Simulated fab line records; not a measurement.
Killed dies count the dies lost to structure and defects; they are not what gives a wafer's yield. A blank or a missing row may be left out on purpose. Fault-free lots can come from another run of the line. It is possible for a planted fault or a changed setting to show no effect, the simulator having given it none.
Comparing a struck lot with a sound one ; flow sky130 ; 17 steps out of a route of 708
Sound: wafers L499.4, L499.5, L499.6. Wafers struck: L509.1, L509.2, L509.4. The cause is given at the end.
At each step with rows: each side's tool, then ch and its chambers, then its first start. Under that, the readings that differ: sound wafers ; struck wafers ; difference of the means ; sigmas: that difference in standard deviations of wafers without a fault.
alike: same words and numbers on both sides, and readings whose means sit less than 2 such deviations apart. not compared: any withheld reading, any reading some wafer has no value for, any bound like >300 that may hide the same value, and any number with overlapping values for which the record gives no deviation.
A row with sigmas, a row that says differs or no value, or rows on one side alone: a step with any of these is where the two part. Non-overlapping numbers with no deviation appear without sigmas and do not part them. Lack of a reading on every wafer of one side parts them only where that side has two or more wafers.

first, 5 steps without rows for these wafers: SKY_SD_N_COAT_02 (resist thk 1140 nm); SKY_SD_N_SOFTBAKE_03 (time 60 s); SKY_SD_N_EXPOSE_04 (exposes mask NSDM, target cd 380 nm); SKY_SD_N_PEB_05; SKY_SD_N_DEVELOP_06 (develop time 60 s).
SKY_SD_N_CD_MEAS_07: target cd 380 nm.
  sound: cd-sem-02 at day 30 03:33; struck: cd-sem-01 at day 33 06:15
  alike: cd-nm
SKY_SD_N_OVL_MEAS_08:
  sound: overlay-01 at day 30 03:38; struck: overlay-02 at day 33 06:22
  alike: SD_N_OVL
then, 2 steps without rows for these wafers: SKY_SD_N_IMPLANT_09; SKY_SD_N_IMPLANT_10.
SKY_SD_N_STRIP_11: strips in O2/N2.
  sound on plasma-asher-02 ch 0,1, day 30 03:59; struck on plasma-asher-02 ch 0,1, day 33 06:42
  alike: drypump-motor-current-A, n2-flow-sccm, oes-product-au, strip-time-to-endpoint-s
  not compared: rf-hours-counter-h
SKY_SD_N_TW_MEAS_12:
  sound: film-metro-02 at day 30 04:04; struck: film-metro-02 at day 33 06:48
  alike: SD_N_TW
then, 1 step without rows for these wafers: SKY_SD_N_CLEAN_13 (cleans in SC1/SC2, time 150 s).
SKY_SD_N_RTA_14: time 2 s.
  sound on rtp-anneal-01 ch 0, day 30 04:11; struck on rtp-anneal-01 ch 0, day 33 06:55
reading;sound;struck;difference;sigmas
lamp-power-pct (%);15.65 15.72 15.72;14.29 14.29 14.34;-1.39;-27
  alike: chamber-o2-ppm, wafer_temp_C_max
SKY_SD_N_RS_MEAS_16: measurement is done with a four-point probe.
  sound: film-metro-03 at day 30 04:23; struck: film-metro-03 at day 33 07:06
reading;sound;struck;difference;sigmas
SD_N_RS (ohm/sq);68.57 68.66 68.60;74.94 74.73 74.99;+6.28;+48
SKY_SD_N_RS_MEAS_17: measurement is done with a four-point probe.
  sound: film-metro-03 at day 30 04:31; struck: film-metro-03 at day 33 07:13
reading;sound;struck;difference;sigmas
SD_P_RS (ohm/sq);147.6 147.9 147.7;187.1 187.0 186.1;+39.0;+91
SKY_SD_N_RS_MEAS_18: measurement is done with a four-point probe.
  sound: film-metro-03 at day 30 04:38; struck: film-metro-03 at day 33 07:20
  alike: RES_XHIGH_RS
-- a jump in the record: the struck wafers' starts before and after are 16 days apart (it breaks off in module SD_N and resumes in module PAD_OPEN, where the first step shown is number 708 of the route) --
SKY_PAD_OPEN_PROBE_99:
  sound: prober-01 at day 47 06:06; struck: prober-01 at day 49 08:20
reading;sound;struck;difference;sigmas
model.etest.res-xhigh-po.line-ohm-um;5606 5617 5746;9575 9092 9248;+3649;
model.etest.res-xhigh-po.rs-ohm-sq;1972 2006 2009;3329 3160 3283;+1262;
model.etest.tip-p.rs-ohm-sq;6851 6903 6936;7549 7537 7542;+646;
model.etest.pfet_01v8.r-on-ohm-um;2904 2954 2856;3377 3385 3455;+501;
model.etest.res-pdiff.line-ohm-um;1364 1374 1348;1772 1745 1758;+396;
model.etest.res-high-po.line-ohm-um;744 738.2 737.8;1151 1110 1108;+383;
model.etest.licon-high-po.rc-ohm;346.6 346.4 339.6;679 649.5 676.1;+324;
model.etest.pfet-g5v0d10v5.r-on-ohm-um;4702 4732 4666;5033 4991 5012;+312;
  alike: killed_at_M0_to_M3, killed_at_M4_up, killed-at-contacts, killed-at-front-end, killed-at-other, killed-dies, killed-open, killed-short

== WHERE THEY PART ==
First at SKY_SD_N_RTA_14; last, within this record, at SKY_SD_N_RS_MEAS_17. Later steps at which nothing parts them and some readings are alike: SKY_SD_N_RS_MEAS_18, SKY_PAD_OPEN_PROBE_99.

WHY: the cause the simulator had injected
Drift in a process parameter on rtp-anneal-01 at SKY_SD_N_RTA_14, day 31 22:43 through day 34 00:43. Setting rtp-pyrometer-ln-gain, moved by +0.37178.
